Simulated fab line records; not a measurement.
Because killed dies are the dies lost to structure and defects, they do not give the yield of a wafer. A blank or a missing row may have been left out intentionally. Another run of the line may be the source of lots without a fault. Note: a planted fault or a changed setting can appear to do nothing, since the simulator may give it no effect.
fab line records :: flow sky130
record
  lots=5
  wafers=15
  lastDay=50
route steps=708 shown VIA3@575 PAD_OPEN@708
lots that met no fault: taken from a fault-free run of the same line
startH: hours from the record's opening day to when the first of the lot's shown wafers began :: waitH: how many hours have passed since the lot's step before this one :: " repeats the value in the row above :: L1.1+2: a row that stands for several wafers :: - value missing, or start not given :: * or withheld: withheld :: < > ~ a bound
route shown NAME@n: names a module that has steps shown in the file, with the first one's number in the route :: usual: mean/standard deviation taken from wafers without a fault :: same: alike in all rows :: chamber/n: place in a boat :: sites: each site's reading :: _std_site: standard deviation across them :: _edge_site: mean of outer sites minus mean of inner sites :: radiusMm: how far each site lies from the wafer's centre :: mask NAME#n: copy n :: behind: the tool/chamber that last shaped the wafer :: hold: the reason the lot was held/the length of the hold in hours/how it ended :: device: names the non-switching transistor (n, p or np) :: end of line: the tests these same wafers got at the end of their route :: a step without rows: its recipe alone :: killed: not the wafer's yield, but the dies lost to structure and defects at the first sort :: map: shows each die of a wafer: x if killed, . if not, _ if none is there
set.NAME: the setting as run; set.NAME@STEP: as run at that earlier step :: model.NAME: the simulator's own value behind a step, which no gauge read
lots at some steps of the route; a table a step, a row a wafer
services: the hour from which a tool's chamber was out of use, counted from the record's first day as startH (under 0 if before that day), plus the number of hours and why
## steps
# step SKY_VIA3_CMP_02
# recipe
  material=SiO2
  downForcePsi=4
  platenRpm=60
  padVelocityMS=0.94248
# usual
  motorCurrentA=12.0/0.97
lot.wafer: L436.3
tool: cmp-01
chamber: 0
startH: 942.79
waitH: 0.1
motorCurrentA: 11.6

lot.wafer: L436.4
tool: cmp-01
chamber: 1
startH: 942.79
waitH: 0.1
motorCurrentA: 10.2

lot.wafer: L436.6
tool: cmp-01
chamber: 3
startH: 942.79
waitH: 0.1
motorCurrentA: 14.3

lot.wafer: L440.1
tool: cmp-01
chamber: 3
startH: 973.09
waitH: 0.1
motorCurrentA: 13.6

lot.wafer: L440.3
tool: cmp-01
chamber: 1
startH: 973.09
waitH: 0.1
motorCurrentA: 10.6

lot.wafer: L440.5
tool: cmp-01
chamber: 0
startH: 973.09
waitH: 0.1
motorCurrentA: 11.9

lot.wafer: L449.3
tool: cmp-01
chamber: 2
startH: 1025.74
waitH: 0.4
motorCurrentA: 12.2

lot.wafer: L449.1
tool: cmp-01
chamber: 0
startH: 1025.74
waitH: 0.4
motorCurrentA: 11.5

lot.wafer: L449.4
tool: cmp-01
chamber: 1
startH: 1025.74
waitH: 0.4
motorCurrentA: 10.8

lot.wafer: L450.2
tool: cmp-02
chamber: 0
startH: 1034.48
waitH: 0.2
motorCurrentA: 11.5

lot.wafer: L450.3
tool: cmp-02
chamber: 3
startH: 1034.48
waitH: 0.2
motorCurrentA: 11.4

lot.wafer: L450.5
tool: cmp-02
chamber: 1
startH: 1034.48
waitH: 0.2
motorCurrentA: 12.7

lot.wafer: L451.4
tool: cmp-02
chamber: 3
startH: 1046.87
waitH: 0.1
motorCurrentA: 12.2

lot.wafer: L451.3
tool: cmp-02
chamber: 0
startH: 1046.87
waitH: 0.1
motorCurrentA: 11.2

lot.wafer: L451.6
tool: cmp-02
chamber: 1
startH: 1046.87
waitH: 0.1
motorCurrentA: 12.2
# step SKY_VIA3_BOW_MEAS_03
# recipe
  mode=bow
# usual
  VIA3_BOW=79/7.9
lot.wafer: L436.3
tool: filmMetro-03
chamber: -
startH: 943.08
waitH: 0.2
VIA3_BOW[um]: 80

lot.wafer: L436.4
tool: filmMetro-03
chamber: -
startH: 943.08
waitH: 0.2
VIA3_BOW[um]: 92

lot.wafer: L436.6
tool: filmMetro-03
chamber: -
startH: 943.08
waitH: 0.2
VIA3_BOW[um]: 80

lot.wafer: L440.1
tool: filmMetro-03
chamber: -
startH: 973.39
waitH: 0.2
VIA3_BOW[um]: 71

lot.wafer: L440.3
tool: filmMetro-03
chamber: -
startH: 973.39
waitH: 0.2
VIA3_BOW[um]: 64

lot.wafer: L440.5
tool: filmMetro-03
chamber: -
startH: 973.39
waitH: 0.2
VIA3_BOW[um]: 72

lot.wafer: L449.1
tool: filmMetro-04
chamber: -
startH: 1026.04
waitH: 0.1
VIA3_BOW[um]: 78

lot.wafer: L449.3
tool: filmMetro-04
chamber: -
startH: 1026.04
waitH: 0.1
VIA3_BOW[um]: 92

lot.wafer: L449.4
tool: filmMetro-04
chamber: -
startH: 1026.04
waitH: 0.1
VIA3_BOW[um]: 74

lot.wafer: L450.2
tool: filmMetro-03
chamber: -
startH: 1034.80
waitH: 0.3
VIA3_BOW[um]: 79

lot.wafer: L450.3
tool: filmMetro-03
chamber: -
startH: 1034.80
waitH: 0.3
VIA3_BOW[um]: 87

lot.wafer: L450.5
tool: filmMetro-03
chamber: -
startH: 1034.80
waitH: 0.3
VIA3_BOW[um]: 76

lot.wafer: L451.3
tool: filmMetro-01
chamber: -
startH: 1047.11
waitH: 0.1
VIA3_BOW[um]: 79

lot.wafer: L451.4
tool: filmMetro-01
chamber: -
startH: 1047.11
waitH: 0.1
VIA3_BOW[um]: 68

lot.wafer: L451.6
tool: filmMetro-01
chamber: -
startH: 1047.11
waitH: 0.1
VIA3_BOW[um]: 69
# step SKY_VIA3_DEHYDRATE_04
# recipe
  tempC=200
  timeS=60
# step SKY_VIA3_HMDS_05
# recipe
  primeTimeS=60
  primeTempC=120
# step SKY_VIA3_COAT_06
# recipe
  resist=BARC
  tempC=withheld
  timeS=withheld
  spinRpm=3000
  resistThkNm=60
# step SKY_VIA3_COAT_07
# recipe
  resist=KrF-thick
  spinRpm=3000
  resistThkNm=450
# step SKY_VIA3_SOFTBAKE_08
# recipe
  tempC=100
  timeS=90
  resist=KrF-thick
# step SKY_VIA3_EXPOSE_09
# recipe
  maskId=VIM3
  na=0.8
  sourceShape=annular
  sigmaInner=0.55
  sigmaOuter=0.85
  targetCdNm=200
  doseMj=38
# step SKY_VIA3_PEB_10
# recipe
  pebTempC=withheld
  pebTimeS=withheld
  resist=KrF-thick
# step SKY_VIA3_DEVELOP_11
# recipe
  developTimeS=60
  resist=KrF-thick
  devTempC=21
# step SKY_VIA3_CD_MEAS_12
# recipe
  targetCdNm=200
# usual
  cdNm=200.1/1.2
lot.wafer: L436.3
tool: cdSem-01
chamber: -
startH: 967.85
waitH: -
cdNm: 199.8

lot.wafer: L436.4
tool: cdSem-01
chamber: -
startH: 967.85
waitH: -
cdNm: 200.3

lot.wafer: L436.6
tool: cdSem-01
chamber: -
startH: 967.85
waitH: -
cdNm: 201.6

lot.wafer: L440.1
tool: cdSem-02
chamber: -
startH: 996.91
waitH: -
cdNm: 201.4

lot.wafer: L440.3
tool: cdSem-02
chamber: -
startH: 996.91
waitH: -
cdNm: 200.2

lot.wafer: L440.5
tool: cdSem-02
chamber: -
startH: 996.91
waitH: -
cdNm: 200.0

lot.wafer: L449.1
tool: cdSem-02
chamber: -
startH: 1048.96
waitH: -
cdNm: 200.1

lot.wafer: L449.3
tool: cdSem-02
chamber: -
startH: 1048.96
waitH: -
cdNm: 200.6

lot.wafer: L449.4
tool: cdSem-02
chamber: -
startH: 1048.96
waitH: -
cdNm: 199.6

lot.wafer: L450.2
tool: cdSem-01
chamber: -
startH: 1057.38
waitH: -
cdNm: 201.1

lot.wafer: L450.3
tool: cdSem-01
chamber: -
startH: 1057.38
waitH: -
cdNm: 201.9

lot.wafer: L450.5
tool: cdSem-01
chamber: -
startH: 1057.38
waitH: -
cdNm: 202.4

lot.wafer: L451.3
tool: cdSem-02
chamber: -
startH: 1068.47
waitH: -
cdNm: 202.2

lot.wafer: L451.4
tool: cdSem-02
chamber: -
startH: 1068.47
waitH: -
cdNm: 201.0

lot.wafer: L451.6
tool: cdSem-02
chamber: -
startH: 1068.47
waitH: -
cdNm: 200.3
# step SKY_VIA3_OVL_MEAS_13
# usual
  VIA3_OVL=2/4.6
lot.wafer: L436.3
tool: overlay-01
chamber: -
startH: 967.94
waitH: 0.1
VIA3_OVL[nm]: 2

lot.wafer: L436.4
tool: overlay-01
chamber: -
startH: 967.94
waitH: 0.1
VIA3_OVL[nm]: 1

lot.wafer: L436.6
tool: overlay-01
chamber: -
startH: 967.94
waitH: 0.1
VIA3_OVL[nm]: 6

lot.wafer: L440.1
tool: overlay-01
chamber: -
startH: 997.03
waitH: 0.1
VIA3_OVL[nm]: 6

lot.wafer: L440.3
tool: overlay-01
chamber: -
startH: 997.03
waitH: 0.1
VIA3_OVL[nm]: 3

lot.wafer: L440.5
tool: overlay-01
chamber: -
startH: 997.03
waitH: 0.1
VIA3_OVL[nm]: 9

lot.wafer: L449.1
tool: overlay-02
chamber: -
startH: 1049.08
waitH: 0.1
VIA3_OVL[nm]: 7

lot.wafer: L449.3
tool: overlay-02
chamber: -
startH: 1049.08
waitH: 0.1
VIA3_OVL[nm]: -1

lot.wafer: L449.4
tool: overlay-02
chamber: -
startH: 1049.08
waitH: 0.1
VIA3_OVL[nm]: -1

lot.wafer: L450.2
tool: overlay-02
chamber: -
startH: 1057.48
waitH: 0.1
VIA3_OVL[nm]: 3

lot.wafer: L450.3
tool: overlay-02
chamber: -
startH: 1057.48
waitH: 0.1
VIA3_OVL[nm]: 7

lot.wafer: L450.5
tool: overlay-02
chamber: -
startH: 1057.48
waitH: 0.1
VIA3_OVL[nm]: 7

lot.wafer: L451.3
tool: overlay-02
chamber: -
startH: 1068.56
waitH: 0.1
VIA3_OVL[nm]: 7

lot.wafer: L451.4
tool: overlay-02
chamber: -
startH: 1068.56
waitH: 0.1
VIA3_OVL[nm]: 5

lot.wafer: L451.6
tool: overlay-02
chamber: -
startH: 1068.56
waitH: 0.1
VIA3_OVL[nm]: -2
# step SKY_VIA3_ETCH_14
# recipe
  chemistry=N2/H2
  target=BARC
  ionEnergyEv=200
  sourceW=500
  biasW=100
  pressureMtorr=30
  n2FlowSccm=100
  h2FlowSccm=200
  stopOn=SiO2
  timeS=45.9
  targetDepthA=600
# usual
  drypumpMotorCurrentA=5.6/0.46
  oesProductAu=0.855/0.0047
  runLengthS=74.1/0.54
  throttleValvePct=13.223/0.0097
lot.wafer: L436.3
tool: rieDiel-04
chamber: 3
startH: 967.96
waitH: 0.0
drypumpMotorCurrentA: 5.9
oesProductAu: 0.857
rfHoursCounterH: 24
runLengthS: 74.8
throttleValvePct: 13.227
model.KrF-thick_of_VIA3_COAT_07.thkNm: 392.4

lot.wafer: L436.4
tool: rieDiel-04
chamber: 2
startH: 967.96
waitH: 0.0
drypumpMotorCurrentA: 6.3
oesProductAu: 0.853
rfHoursCounterH: 12
runLengthS: 75.0
throttleValvePct: 13.227
model.KrF-thick_of_VIA3_COAT_07.thkNm: 391.7

lot.wafer: L436.6
tool: rieDiel-04
chamber: 2
startH: 967.96
waitH: 0.0
drypumpMotorCurrentA: 6.3
oesProductAu: 0.850
rfHoursCounterH: -
runLengthS: 74.7
throttleValvePct: 13.224
model.KrF-thick_of_VIA3_COAT_07.thkNm: 391.1

lot.wafer: L440.1
tool: rieDiel-04
chamber: 0
startH: 997.06
waitH: 0.0
drypumpMotorCurrentA: 5.7
oesProductAu: 0.977
rfHoursCounterH: 8
runLengthS: 67.8
throttleValvePct: 13.244
model.KrF-thick_of_VIA3_COAT_07.thkNm: 398.2

lot.wafer: L440.3
tool: rieDiel-04
chamber: 2
startH: 997.06
waitH: 0.0
drypumpMotorCurrentA: 6.2
oesProductAu: 0.862
rfHoursCounterH: 13
runLengthS: 74.7
throttleValvePct: 13.206
model.KrF-thick_of_VIA3_COAT_07.thkNm: 393.9

lot.wafer: L440.5
tool: rieDiel-04
chamber: 2
startH: 997.06
waitH: 0.0
drypumpMotorCurrentA: 6.3
oesProductAu: 0.851
rfHoursCounterH: -
runLengthS: 74.7
throttleValvePct: 13.230
model.KrF-thick_of_VIA3_COAT_07.thkNm: 394.2

lot.wafer: L449.1
tool: rieDiel-03
chamber: 0
startH: 1049.11
waitH: 0.0
drypumpMotorCurrentA: 4.6
oesProductAu: 0.850
rfHoursCounterH: 12
runLengthS: 73.6
throttleValvePct: 13.211
model.KrF-thick_of_VIA3_COAT_07.thkNm: 394.7

lot.wafer: L449.3
tool: rieDiel-03
chamber: 3
startH: 1049.11
waitH: 0.0
drypumpMotorCurrentA: 5.8
oesProductAu: 0.856
rfHoursCounterH: 26
runLengthS: 73.9
throttleValvePct: 13.244
model.KrF-thick_of_VIA3_COAT_07.thkNm: 395.6

lot.wafer: L449.4
tool: rieDiel-03
chamber: 2
startH: 1049.11
waitH: 0.0
drypumpMotorCurrentA: 5.9
oesProductAu: 0.849
rfHoursCounterH: 18
runLengthS: 74.0
throttleValvePct: 13.217
model.KrF-thick_of_VIA3_COAT_07.thkNm: 394.9

lot.wafer: L450.2
tool: rieDiel-01
chamber: 0
startH: 1057.51
waitH: 0.0
drypumpMotorCurrentA: 5.3
oesProductAu: 0.849
rfHoursCounterH: 19
runLengthS: 73.6
throttleValvePct: 13.228
model.KrF-thick_of_VIA3_COAT_07.thkNm: 393.5

lot.wafer: L450.3
tool: rieDiel-01
chamber: 1
startH: 1057.51
waitH: 0.0
drypumpMotorCurrentA: 5.7
oesProductAu: 0.853
rfHoursCounterH: 16
runLengthS: 73.2
throttleValvePct: 13.219
model.KrF-thick_of_VIA3_COAT_07.thkNm: 393.1

lot.wafer: L450.5
tool: rieDiel-01
chamber: 1
startH: 1057.51
waitH: 0.0
drypumpMotorCurrentA: 5.8
oesProductAu: 0.855
rfHoursCounterH: -
runLengthS: 73.6
throttleValvePct: 13.226
model.KrF-thick_of_VIA3_COAT_07.thkNm: 392

lot.wafer: L451.3
tool: rieDiel-04
chamber: 0
startH: 1068.59
waitH: 0.0
drypumpMotorCurrentA: 5.7
oesProductAu: 0.864
rfHoursCounterH: 11
runLengthS: 74.6
throttleValvePct: 13.222
model.KrF-thick_of_VIA3_COAT_07.thkNm: 394

lot.wafer: L451.4
tool: rieDiel-04
chamber: 1
startH: 1068.59
waitH: 0.0
drypumpMotorCurrentA: 5.1
oesProductAu: 0.851
rfHoursCounterH: -
runLengthS: 75.0
throttleValvePct: 13.230
model.KrF-thick_of_VIA3_COAT_07.thkNm: 392.6

lot.wafer: L451.6
tool: rieDiel-04
chamber: 0
startH: 1068.59
waitH: 0.0
drypumpMotorCurrentA: 5.7
oesProductAu: 0.861
rfHoursCounterH: -
runLengthS: 74.1
throttleValvePct: 13.224
model.KrF-thick_of_VIA3_COAT_07.thkNm: 393.4
# step SKY_VIA3_ETCH_15
# recipe
  target=SiO2
  chemistry=C4F8/O2/Ar
  targetDepthNm=507
  stopOn=TiN
  maskMaterial=KrF-thick
  sourceW=1500
  biasW=1200
  pressureMtorr=40
  c4f8FlowSccm=withheld
  O2_flow_sccm=6
  Ar_flow_sccm=300
  timeS=78
# usual
  oesProductAu=0.946/0.0048
  runLengthS=106.2/0.51
lot.wafer: L436.3
tool: rieDiel-04
chamber: 3
startH: 968.01
waitH: 0.0
oesProductAu: 0.965
runLengthS: 107.1
model.KrF-thick_of_VIA3_COAT_07.thkNm: 290.4

lot.wafer: L436.4
tool: rieDiel-04
chamber: 2
startH: 968.01
waitH: 0.0
oesProductAu: 0.947
runLengthS: 106.6
model.KrF-thick_of_VIA3_COAT_07.thkNm: 289.7

lot.wafer: L436.6
tool: rieDiel-04
chamber: 2
startH: 968.01
waitH: 0.0
oesProductAu: 0.947
runLengthS: 106.8
model.KrF-thick_of_VIA3_COAT_07.thkNm: 289.2

lot.wafer: L440.1
tool: rieDiel-04
chamber: 0
startH: 997.11
waitH: 0.0
oesProductAu: 0.943
runLengthS: 106.0
model.KrF-thick_of_VIA3_COAT_07.thkNm: 297.8

lot.wafer: L440.3
tool: rieDiel-04
chamber: 2
startH: 997.11
waitH: 0.0
oesProductAu: 0.944
runLengthS: 106.6
model.KrF-thick_of_VIA3_COAT_07.thkNm: 293.8

lot.wafer: L440.5
tool: rieDiel-04
chamber: 2
startH: 997.11
waitH: 0.0
oesProductAu: 0.948
runLengthS: 106.6
model.KrF-thick_of_VIA3_COAT_07.thkNm: 293.4

lot.wafer: L449.1
tool: rieDiel-03
chamber: 0
startH: 1049.16
waitH: 0.0
oesProductAu: 0.943
runLengthS: 106.2
model.KrF-thick_of_VIA3_COAT_07.thkNm: 292.7

lot.wafer: L449.3
tool: rieDiel-03
chamber: 3
startH: 1049.16
waitH: 0.0
oesProductAu: 0.942
runLengthS: 106.2
model.KrF-thick_of_VIA3_COAT_07.thkNm: 295.1

lot.wafer: L449.4
tool: rieDiel-03
chamber: 2
startH: 1049.16
waitH: 0.0
oesProductAu: 0.948
runLengthS: 106.2
model.KrF-thick_of_VIA3_COAT_07.thkNm: 293.7

lot.wafer: L450.2
tool: rieDiel-01
chamber: 0
startH: 1057.56
waitH: 0.0
oesProductAu: 0.944
runLengthS: 105.9
model.KrF-thick_of_VIA3_COAT_07.thkNm: 292.5

lot.wafer: L450.3
tool: rieDiel-01
chamber: 1
startH: 1057.56
waitH: 0.0
oesProductAu: 0.949
runLengthS: 105.5
model.KrF-thick_of_VIA3_COAT_07.thkNm: 291.8

lot.wafer: L450.5
tool: rieDiel-01
chamber: 1
startH: 1057.56
waitH: 0.0
oesProductAu: 0.944
runLengthS: 105.6
model.KrF-thick_of_VIA3_COAT_07.thkNm: 290.8

lot.wafer: L451.3
tool: rieDiel-04
chamber: 0
startH: 1068.63
waitH: 0.0
oesProductAu: 0.950
runLengthS: 106.2
model.KrF-thick_of_VIA3_COAT_07.thkNm: 291.8

lot.wafer: L451.4
tool: rieDiel-04
chamber: 1
startH: 1068.63
waitH: 0.0
oesProductAu: 0.942
runLengthS: 107.3
model.KrF-thick_of_VIA3_COAT_07.thkNm: 289.6

lot.wafer: L451.6
tool: rieDiel-04
chamber: 0
startH: 1068.63
waitH: 0.0
oesProductAu: 0.943
runLengthS: 106.2
model.KrF-thick_of_VIA3_COAT_07.thkNm: 290.4
# step SKY_VIA3_STRIP_16
# recipe
  chemistry=O2/N2
  powerW=1400
  pressureMtorr=1500
  platenTempC=withheld
  o2FlowSccm=3000
  n2FlowSccm=300
  overashFraction=0.5
# usual
  drypumpMotorCurrentA=5.7/0.45
  oesProductAu=0.402/0.0043
  stripTimeToEndpointS=4.140/0.025
lot.wafer: L436.3
tool: plasmaAsher-01
chamber: 0
startH: 968.10
waitH: 0.1
drypumpMotorCurrentA: 6.1
oesProductAu: 0.396
rfHoursCounterH: -
stripTimeToEndpointS: 4.125

lot.wafer: L436.4
tool: plasmaAsher-01
chamber: 1
startH: 968.10
waitH: 0.1
drypumpMotorCurrentA: 5.2
oesProductAu: 0.406
rfHoursCounterH: -
stripTimeToEndpointS: 4.110

lot.wafer: L436.6
tool: plasmaAsher-01
chamber: 0
startH: 968.10
waitH: 0.1
drypumpMotorCurrentA: 6.1
oesProductAu: 0.407
rfHoursCounterH: -
stripTimeToEndpointS: 4.112

lot.wafer: L440.1
tool: plasmaAsher-01
chamber: 0
startH: 997.17
waitH: 0.0
drypumpMotorCurrentA: 6.1
oesProductAu: 0.400
rfHoursCounterH: 119
stripTimeToEndpointS: 4.187

lot.wafer: L440.3
tool: plasmaAsher-01
chamber: 0
startH: 997.17
waitH: 0.0
drypumpMotorCurrentA: 6.1
oesProductAu: 0.405
rfHoursCounterH: -
stripTimeToEndpointS: 4.150

lot.wafer: L440.5
tool: plasmaAsher-01
chamber: 0
startH: 997.17
waitH: 0.0
drypumpMotorCurrentA: 6.1
oesProductAu: 0.397
rfHoursCounterH: -
stripTimeToEndpointS: 4.144

lot.wafer: L449.1
tool: plasmaAsher-01
chamber: 1
startH: 1049.22
waitH: 0.0
drypumpMotorCurrentA: 5.2
oesProductAu: 0.405
rfHoursCounterH: 125
stripTimeToEndpointS: 4.122

lot.wafer: L449.3
tool: plasmaAsher-01
chamber: 1
startH: 1049.22
waitH: 0.0
drypumpMotorCurrentA: 5.2
oesProductAu: 0.406
rfHoursCounterH: -
stripTimeToEndpointS: 4.177

lot.wafer: L449.4
tool: plasmaAsher-01
chamber: 0
startH: 1049.22
waitH: 0.0
drypumpMotorCurrentA: 6.2
oesProductAu: 0.392
rfHoursCounterH: -
stripTimeToEndpointS: 4.170

lot.wafer: L450.2
tool: plasmaAsher-04
chamber: 0
startH: 1057.62
waitH: 0.0
drypumpMotorCurrentA: 5.9
oesProductAu: 0.404
rfHoursCounterH: 61
stripTimeToEndpointS: 4.152

lot.wafer: L450.3
tool: plasmaAsher-04
chamber: 1
startH: 1057.62
waitH: 0.0
drypumpMotorCurrentA: 5.7
oesProductAu: 0.406
rfHoursCounterH: -
stripTimeToEndpointS: 4.141

lot.wafer: L450.5
tool: plasmaAsher-04
chamber: 1
startH: 1057.62
waitH: 0.0
drypumpMotorCurrentA: 5.7
oesProductAu: 0.402
rfHoursCounterH: -
stripTimeToEndpointS: 4.123

lot.wafer: L451.3
tool: plasmaAsher-04
chamber: 1
startH: 1068.72
waitH: 0.1
drypumpMotorCurrentA: 5.7
oesProductAu: 0.399
rfHoursCounterH: -
stripTimeToEndpointS: 4.126

lot.wafer: L451.4
tool: plasmaAsher-04
chamber: 0
startH: 1068.72
waitH: 0.1
drypumpMotorCurrentA: 5.9
oesProductAu: 0.402
rfHoursCounterH: -
stripTimeToEndpointS: 4.119

lot.wafer: L451.6
tool: plasmaAsher-04
chamber: 0
startH: 1068.72
waitH: 0.1
drypumpMotorCurrentA: 5.9
oesProductAu: 0.396
rfHoursCounterH: -
stripTimeToEndpointS: 4.131
# step SKY_PAD_OPEN_PROBE_99
# usual
  defectLimitedYield=82.7/2
  killed_at_M0_to_M3=42/6.8
  killed_at_M4_up=3.2/1.8
  killedAtContacts=25/5.4
  killedAtFrontEnd=15/4.5
  killedAtOther=0.3/0.56
  killedDies=85/9.7
  killedOpen=46/7.1
  killedShort=39/6.5
  sort_bin_3_pad_short=0.9/0.42
  sort_bin_5_function=10.4/1.5
  sort_bin_6_memory=6.1/1.1
  sortNPass=407/9.7
  sortYieldPct=82.7/2
# same
  grossDies=492
  killedAtBackSide=0
  sort_bin_4_leakage[%]=0
  sort_bin_8_speed[%]=0
lot.wafer: L436.3
tool: prober-01
chamber: -
startH: 1109.42
waitH: 0.2
defectLimitedYield[%]: 81.7
killed_at_M0_to_M3: 39
killed_at_M4_up: 6
killedAtContacts: 23
killedAtFrontEnd: 20
killedAtOther: 2
killedDies: 90
killedOpen: 44
killedShort: 46
sort_bin_3_pad_short[%]: 0.2
sort_bin_5_function[%]: 12.4
sort_bin_6_memory[%]: 5.7
sortNPass: 402
sortYieldPct[%]: 81.7

lot.wafer: L436.4
tool: prober-01
chamber: -
startH: 1109.47
waitH: 0.2
defectLimitedYield[%]: 81.1
killed_at_M0_to_M3: 38
killed_at_M4_up: 7
killedAtContacts: 29
killedAtFrontEnd: 19
killedAtOther: 0
killedDies: 93
killedOpen: 53
killedShort: 40
sort_bin_3_pad_short[%]: 0.4
sort_bin_5_function[%]: 11.6
sort_bin_6_memory[%]: 6.9
sortNPass: 399
sortYieldPct[%]: 81.1

lot.wafer: L436.6
tool: prober-01
chamber: -
startH: 1109.57
waitH: 0.2
defectLimitedYield[%]: 83.1
killed_at_M0_to_M3: 48
killed_at_M4_up: 2
killedAtContacts: 21
killedAtFrontEnd: 12
killedAtOther: 0
killedDies: 83
killedOpen: 51
killedShort: 32
sort_bin_3_pad_short[%]: 0.6
sort_bin_5_function[%]: 10.2
sort_bin_6_memory[%]: 6.1
sortNPass: 409
sortYieldPct[%]: 83.1

lot.wafer: L449.1
tool: prober-01
chamber: -
startH: 1176.23
waitH: 0.1
defectLimitedYield[%]: 81.9
killed_at_M0_to_M3: 42
killed_at_M4_up: 2
killedAtContacts: 28
killedAtFrontEnd: 17
killedAtOther: 0
killedDies: 89
killedOpen: 41
killedShort: 48
sort_bin_3_pad_short[%]: 1.2
sort_bin_5_function[%]: 9.8
sort_bin_6_memory[%]: 7.1
sortNPass: 403
sortYieldPct[%]: 81.9

lot.wafer: L449.3
tool: prober-01
chamber: -
startH: 1176.33
waitH: 0.2
defectLimitedYield[%]: 80.7
killed_at_M0_to_M3: 42
killed_at_M4_up: 6
killedAtContacts: 34
killedAtFrontEnd: 12
killedAtOther: 1
killedDies: 95
killedOpen: 46
killedShort: 49
sort_bin_3_pad_short[%]: 1.0
sort_bin_5_function[%]: 11.0
sort_bin_6_memory[%]: 7.3
sortNPass: 397
sortYieldPct[%]: 80.7

lot.wafer: L449.4
tool: prober-01
chamber: -
startH: 1176.38
waitH: 0.2
defectLimitedYield[%]: 83.7
killed_at_M0_to_M3: 44
killed_at_M4_up: 1
killedAtContacts: 26
killedAtFrontEnd: 9
killedAtOther: 0
killedDies: 80
killedOpen: 43
killedShort: 37
sort_bin_3_pad_short[%]: 0.8
sort_bin_5_function[%]: 9.3
sort_bin_6_memory[%]: 6.1
sortNPass: 412
sortYieldPct[%]: 83.7
# killed by level:class
L436.3 LI_CONTACT:geometricParticle:open=8 FIELD_ISO:geometricParticle:short=7 CONTACT:geometricParticle:open=6 VIA2:geometricParticle:short=6 METAL1:geometricParticle:short=6 VIA1:geometricParticle:open=6 VIA2:geometricParticle:open=6 FIELD_ISO:geometricParticle:open=5
L436.4 CONTACT:geometricParticle:short=12 CONTACT:geometricParticle:open=11 VIA1:geometricParticle:open=9 FIELD_ISO:geometricParticle:open=8 VIA3:geometricParticle:open=7 FIELD_ISO:geometricParticle:short=5 LI_CONTACT:geometricParticle:open=4 METAL2:geometricParticle:short=4
L436.6 LI_CONTACT:geometricParticle:open=9 VIA1:geometricParticle:open=9 CONTACT:geometricParticle:open=8 VIA2:geometricParticle:open=6 METAL1:geometricParticle:short=6 VIA3:geometricParticle:short=6 VIA3:geometricParticle:open=5 FIELD_ISO:geometricParticle:open=3
L449.1 CONTACT:geometricParticle:open=9 VIA2:geometricParticle:open=9 FIELD_ISO:geometricParticle:short=7 METAL1:geometricParticle:short=7 LI_CONTACT:geometricParticle:open=6 LOCAL_INTERCONNECT:geometricParticle:short=6 CONTACT:geometricParticle:short=6 POLY_GATE:geometricParticle:short=4
L449.3 LOCAL_INTERCONNECT:geometricParticle:short=10 CONTACT:geometricParticle:open=10 VIA2:geometricParticle:open=9 LI_CONTACT:geometricParticle:open=7 VIA3:geometricParticle:short=7 VIA1:geometricParticle:open=6 METAL4:geometricParticle:short=5 VIA2:geometricParticle:short=5
L449.4 VIA1:geometricParticle:open=10 LOCAL_INTERCONNECT:geometricParticle:short=7 CONTACT:geometricParticle:open=7 METAL1:geometricParticle:open=7 METAL1:geometricParticle:short=6 VIA3:geometricParticle:open=6 METAL2:geometricParticle:short=5 FIELD_ISO:geometricParticle:short=4
## services
tool: cmp-01
chamber: -
startH: 934.81
hours: 3.2
kind: repair

tool: cmp-01
chamber: -
startH: 936.22
hours: 2.3
kind: repair

tool: rieDiel-03
chamber: 1
startH: 937.90
hours: 12.2
kind: repair

tool: cmp-01
chamber: -
startH: 940.14
hours: 0.8
kind: repair

tool: cmp-01
chamber: -
startH: 952.18
hours: 4.1
kind: repair

tool: cmp-01
chamber: -
startH: 963.14
hours: 1.5
kind: repair

tool: cmp-02
chamber: -
startH: 966.58
hours: 3.5
kind: repair

tool: rieDiel-01
chamber: 3
startH: 970.75
hours: 6.0
kind: repair

tool: rieDiel-03
chamber: 3
startH: 974.65
hours: 4.4
kind: repair

tool: rieDiel-01
chamber: -
startH: 987.91
hours: 2.8
kind: pm

tool: rieDiel-04
chamber: -
startH: 990.30
hours: 0.2
kind: repair

tool: cmp-02
chamber: -
startH: 1019.09
hours: 7.9
kind: pm

tool: rieDiel-04
chamber: 0
startH: 1019.98
hours: 5.1
kind: repair

tool: rieDiel-01
chamber: 0
startH: 1053.17
hours: 3.2
kind: repair

tool: plasmaAsher-01
chamber: -
startH: 1055.25
hours: 9.0
kind: pm

tool: plasmaAsher-01
chamber: 0
startH: 1055.25
hours: 9.0
kind: ventCycle

tool: plasmaAsher-01
chamber: 1
startH: 1055.25
hours: 9.0
kind: ventCycle

tool: rieDiel-03
chamber: -
startH: 1055.76
hours: 4.3
kind: pm

tool: rieDiel-04
chamber: 2
startH: 1058.62
hours: 10.3
kind: repair

tool: rieDiel-01
chamber: 2
startH: 1062.97
hours: 3.5
kind: repair

tool: plasmaAsher-01
chamber: 0
startH: 1064.25
hours: -
kind: clean

tool: plasmaAsher-01
chamber: 1
startH: 1064.25
hours: -
kind: clean

tool: rieDiel-01
chamber: 0
startH: 1068.06
hours: 8.0
kind: repair
## key
firstSign
  step=SKY_VIA3_ETCH_14
  reading=oesProductAu
  direction=up
  sigmas=26
  usual=0.855
  struck=0.977
effect
  step=SKY_VIA3_ETCH_14
  reading=runLengthS
  direction=down
  sigmas=12
  usual=*
  struck=*
modelEffect
  step=SKY_VIA3_ETCH_14
  value=KrF-thick_of_VIA3_COAT_07.thkNm
  without=392.5
  struck=398.2
modelEffect
  step=SKY_VIA3_ETCH_15
  value=KrF-thick_of_VIA3_COAT_07.thkNm
  without=292
  struck=297.8
metAt SKY_VIA3_ETCH_14
struckWafers L440.1
fault
  kind=processParameterDrift
  tool=rieDiel-04
  chamber=0
  onsetH=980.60
  steps=SKY_VIA3_ETCH_14
  channel=timeS
  offset=*
  shape=step
  endH=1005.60
  actsIn=*
  stated=*
